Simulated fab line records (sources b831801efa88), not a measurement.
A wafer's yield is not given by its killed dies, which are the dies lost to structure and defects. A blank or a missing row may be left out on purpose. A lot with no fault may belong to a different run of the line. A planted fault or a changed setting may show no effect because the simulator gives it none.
A struck lot beside a sound one / flow sky130 / 18 out of 708 route steps
Sound: wafers L588.3, L588.4, L588.5. Wafers L591.1, L591.2, L591.5 were the ones struck. The cause comes at the end.
Each step with rows lists, per side, the tool, then ch with its chambers, then its first start. Under that, the readings that differ: sound wafers / struck wafers / difference of the means / sigmas: that difference in standard deviations of wafers without a fault.
alike: readings with means less than 2 such deviations apart, plus words and numbers identical on both sides. not compared: withheld readings, readings lacking a value on some wafer, bounds such as >300 that could conceal the same value, and numbers that have no deviation in the record and whose values overlap.
A row with sigmas, a row that says differs or no value, or rows on one side alone: a step with any of these is where the two part. Non-overlapping numbers with no deviation appear without sigmas and do not part them. A reading missing from all wafers of one side parts the sides only when that side holds two or more wafers.

first, 2 steps without rows for these wafers: SKY_NWELL_PEB_08; SKY_NWELL_DEVELOP_09 (develop time 60 s).
SKY_NWELL_OVL_MEAS_10:
  sound: overlay-01 at day 6 19:43; struck: overlay-02 at day 7 12:58
  alike: NWELL_00_OVL
then, 3 steps without rows for these wafers: SKY_NWELL_IMPLANT_11; SKY_NWELL_IMPLANT_12; SKY_NWELL_IMPLANT_13.
SKY_NWELL_STRIP_14: strips in O2/N2.
  sound on plasma_asher-02 ch 0,1, day 6 20:13; struck on plasma_asher-02 ch 0,1, day 7 13:27
  alike: drypump_motor_current_A, n2_flow_sccm, oes_product_au, strip_time_to_endpoint_s
  not compared: rf_hours_counter_h
SKY_NWELL_TW_MEAS_15:
  sound: film_metro-01 at day 6 20:19; struck: film_metro-02 at day 7 13:33
  alike: NWELL_TW
then, 4 steps without rows for these wafers: SKY_NWELL_DEHYDRATE_16 (time 60 s); SKY_NWELL_HMDS_17 (prime time 60 s); SKY_NWELL_COAT_18 (resist thk 3000 nm); SKY_NWELL_SOFTBAKE_19.
SKY_NWELL_EXPOSE_20: exposes mask NWM COMPLEMENT, target cd 840 nm.
  sound on iline_stepper-01 ch 0, day 7 06:07; struck on iline_stepper-02 ch 0, day 7 23:52
reading=model.NWELL.overlay_x_nm (nm); sound=-1.565 -1.565 -1.565; struck=175.4 175.4 175.4; difference=+177.0; sigmas=
  alike: mask
then, 2 steps without rows for these wafers: SKY_NWELL_PEB_21; SKY_NWELL_DEVELOP_22 (develop time 60 s).
SKY_NWELL_OVL_MEAS_23:
  sound: overlay-02 at day 7 15:51; struck: overlay-01 at day 8 10:28
reading=NWELL_01_OVL (nm); sound=-3.2 -1.8 -1.5; struck=173.2 172.7 172.4; difference=+174.9; sigmas=+99 or more
then, 1 step without rows for these wafers: SKY_NWELL_IMPLANT_24.
-- the record jumps here: 41 days lie between the struck wafers' starts before and after (it left off in module NWELL and takes up again in module PAD_OPEN, whose first step shown is number 708 of the route) --
SKY_PAD_OPEN_PROBE_99:
  sound: prober-02 at day 48 09:02; struck: prober-02 at day 49 12:46
reading=killed_dies; sound=71 84 83; struck=88 106 97; difference=+18; sigmas=+2
reading=model.etest.pfet_16v.r_on_ohm_um; sound=1.555e+04 1.55e+04 1.523e+04; struck=1.857e+04 1.886e+04 1.892e+04; difference=+3.357e+03; sigmas=
reading=model.etest.nfet_16v.r_on_ohm_um; sound=1.447e+04 1.436e+04 1.437e+04; struck=1.831e+04 1.822e+04 1.83e+04; difference=+3.877e+03; sigmas=
reading=model.etest.pfet_16v.drive_ua_um; sound=236.9 240.3 241.7; struck=187.1 183 185.1; difference=-54.6; sigmas=
reading=model.etest.nfet_16v.drive_ua_um; sound=213.8 215.7 218.9; struck=192.3 191.9 191.4; difference=-24.3; sigmas=
reading=model.etest.sram_pfet_latch.off_log10_a_um; sound=-12.92 -12.85 -13.12; struck=-12.4 -12.28 -12.4; difference=+0.6; sigmas=
reading=model.etest.sram_pfet_latch.vt_sat_v (V); sound=-0.7832 -0.7702 -0.7827; struck=-0.7586 -0.7382 -0.7403; difference=+0.0330; sigmas=
  alike: killed_at_M0_to_M3, killed_at_M4_up, killed_at_contacts, killed_at_front_end, killed_at_other, killed_open, killed_short
  not compared: model.etest.sram_pfet_latch.drive_ua_um, model.etest.sram_pfet_latch.vt_v

## WHERE THEY PART
At SKY_NWELL_OVL_MEAS_23 first; at SKY_PAD_OPEN_PROBE_99 last (within this record only).

WHY: whatever the simulator had introduced
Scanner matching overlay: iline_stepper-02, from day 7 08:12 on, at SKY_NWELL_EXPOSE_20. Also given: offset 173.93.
